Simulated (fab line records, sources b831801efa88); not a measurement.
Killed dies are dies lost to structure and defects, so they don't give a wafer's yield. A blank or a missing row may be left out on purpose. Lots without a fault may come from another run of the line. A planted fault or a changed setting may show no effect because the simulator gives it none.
Chamber matching | flow sky130 | SKY_CONTACT_CVD_00 on pecvd-02: 3 sister chambers
The step deposits Si3N4, target thk 75 nm. 3 wafers are shown with their chamber, then 11 later ones without.

WAFERS WITH THEIR CHAMBER
wafer  | chamber | heater_power_w (W)
L091.3 | 0       | 528
L091.6 | 2       | 812
L092.1 | 1       | 712

WAFERS WITHOUT THEIR CHAMBER
wafer  | heater_power_w (W)
L092.3 | 480
L092.4 | 718
L094.1 | 534
L094.2 | 800
L094.6 | 737
L095.1 | 547
L095.2 | 780
L095.4 | 785
L096.2 | 820
L096.3 | 537
L096.6 | 613

WHICH CHAMBER EACH WENT THROUGH
wafer  | from the rows above     | in truth
L092.3 | 0                       | 0
L092.4 | 1                       | 1
L094.1 | 0                       | 0
L094.2 | 2                       | 2
L094.6 | can't be placed: 1 or 2 | 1
L095.1 | 0                       | 0
L095.2 | can't be placed: 2 or 1 | 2
L095.4 | can't be placed: 2 or 1 | 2
L096.2 | 2                       | 2
L096.3 | 0                       | 0
L096.6 | can't be placed: 0 or 1 | 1
Placed correctly: 7 of 11. Can't be placed from these rows: 4 (the true chamber is among the candidates in 4). Placed wrongly: 0.
How it was worked out, from the rows above alone: a wafer's distance from a chamber is the root of the sum, over the readings, of the square of ((its reading less the chamber's mean) divided by the reading's scatter). The wafer belongs to the nearest chamber; if the next one is less than 2 further off, it can't be placed. A chamber's mean is the mean of its shown wafers. The scatter: with one shown wafer a chamber, the root of the mean of the squares of how far each hidden wafer lies from its nearest shown one.
